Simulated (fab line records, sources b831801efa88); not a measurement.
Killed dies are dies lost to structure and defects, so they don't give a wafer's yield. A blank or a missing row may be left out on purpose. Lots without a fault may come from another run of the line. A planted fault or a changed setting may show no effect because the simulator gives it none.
A struck lot beside a sound one | flow sky130 | 15 steps out of a route of 708
Sound: wafers L885.2, L885.3, L885.6. Struck: wafers L901.1, L901.2, L901.5. The cause comes at the end.
At each step with rows: each side's tool, then ch and its chambers, then its first start. Under that, the readings that differ: sound wafers | struck wafers | difference of the means | sigmas: that difference in standard deviations of wafers without a fault.
alike: readings whose means differ by less than 2 such deviations, and words and numbers that are the same on both sides. not compared: withheld readings, readings that some wafer has no value for, bounds like >300 that may hide the same value, and numbers for which the record gives no deviation and whose values overlap.
The two part at a step that has a row with sigmas, a row that says differs or no value, or rows on one side only. Numbers that don't overlap but have no deviation are shown without sigmas and don't part them. A reading that every wafer of one side lacks parts them only if that side has two wafers or more.

first, 1 step without rows for these wafers: SKY_GATE_OXIDE_DEVELOP_09 (develop time 60 s).
SKY_GATE_OXIDE_OVL_MEAS_10:
  sound on overlay-02, day 15 15:02; struck on overlay-02, day 21 01:26
  alike: GATE_OXIDE_OVL
then, 2 steps without rows for these wafers: SKY_GATE_OXIDE_IMPLANT_11; SKY_GATE_OXIDE_WET_ETCH_12 (etches SiO2 in dHF, target depth 16.8 nm, time 336 s).
SKY_GATE_OXIDE_STRIP_13: strips in O2/N2.
  sound on plasma_asher-04 ch 0,1, day 15 15:19; struck on plasma_asher-03 ch 0,1, day 21 01:44
  alike: drypump_motor_current_A, oes_product_au, strip_time_to_endpoint_s
  not compared: rf_hours_counter_h
SKY_GATE_OXIDE_TW_MEAS_14:
  sound on film_metro-01, day 15 15:26; struck on film_metro-04, day 21 01:50
  alike: GATE_OXIDE_TW
then, 3 steps without rows for these wafers: SKY_GATE_OXIDE_CLEAN_15 (cleans in SC1/SC2, time 150 s); SKY_GATE_OXIDE_OXIDATION_16 (stabilise 600 s, purge 300 s, target thk 3.57 nm); SKY_POLY_GATE_CVD_00 (deposits poly-Si, target thk 180 nm, time 720 s).
SKY_POLY_GATE_THK_MEAS_01:
  sound on film_metro-03, day 15 22:55; struck on film_metro-02, day 21 04:43
  alike: POLY_GATE_CVD_00_THK
then, 2 steps without rows for these wafers: SKY_RES_PROTECT_DEHYDRATE_00 (time 60 s); SKY_RES_PROTECT_HMDS_01 (prime time 60 s).
SKY_RES_PROTECT_COAT_02: resist thk 1140 nm.
  sound on litho_track-04 ch 0, day 16 12:10; struck on litho_track-03, day 21 18:22
  no value came back on the struck wafers for chill_plate_temp_C (C), dispense_pressure_kPa (kPa); on the sound wafers chill_plate_temp_C (C) reads 23.11 23.06 23.08
then, 1 step without rows for these wafers: SKY_RES_PROTECT_SOFTBAKE_03 (time 60 s).
-- the record jumps here: 29 days lie between the struck wafers' starts before and after (it left off in module RES_PROTECT and takes up again in module PAD_OPEN, whose first step shown is number 708 of the route) --
SKY_PAD_OPEN_PROBE_99:
  sound on prober-01, day 47 04:22; struck on prober-01, day 50 13:11
  reading                                            | sound             | struck            | difference | sigmas
  model.etest.res_xhigh_po.line_ohm_um               | 5635 5559 5737    | 170.8 174.1 170.1 | -5472.0    |
  model.etest.res_xhigh_po.rs_ohm_sq                 | 1926 1943 1992    | 60.51 60.56 60.18 | -1893.25   |
  model.etest.res_high_po.line_ohm_um                | 759.1 742 752.6   | 215.5 218.4 217.7 | -534.0     |
  model.etest.res_high_po.rs_ohm_sq                  | 261.4 256.4 263.3 | 76.36 76.93 76.11 | -183.90    |
  model.etest.licon_high_po.rc_ohm                   | 342.9 356.6 357.5 | 189 186.3 176.8   | -168       |
  model.etest.res_xhigh_po.rs_ohm_sq_range           | 142.4 144.1 154.8 | 3.318 3.747 3.899 | -143.445   |
  model.etest.res_xhigh_po.rs_ohm_sq_rim_less_centre | 108.1 118.2 119.4 | 1.957 1.814 2.558 | -113.124   |
  model.etest.res_high_po.rs_ohm_sq_range            | 10.12 12.09 9.065 | 2.346 3.162 3.113 | -7.551     |
  alike: killed_at_M0_to_M3, killed_at_M4_up, killed_at_contacts, killed_at_front_end, killed_at_other, killed_dies, killed_open, killed_short

WHERE THEY PART
Only at SKY_RES_PROTECT_COAT_02, within this record. Later steps at which nothing parts them and some readings are alike: SKY_PAD_OPEN_PROBE_99.

WHY: what the simulator had put in
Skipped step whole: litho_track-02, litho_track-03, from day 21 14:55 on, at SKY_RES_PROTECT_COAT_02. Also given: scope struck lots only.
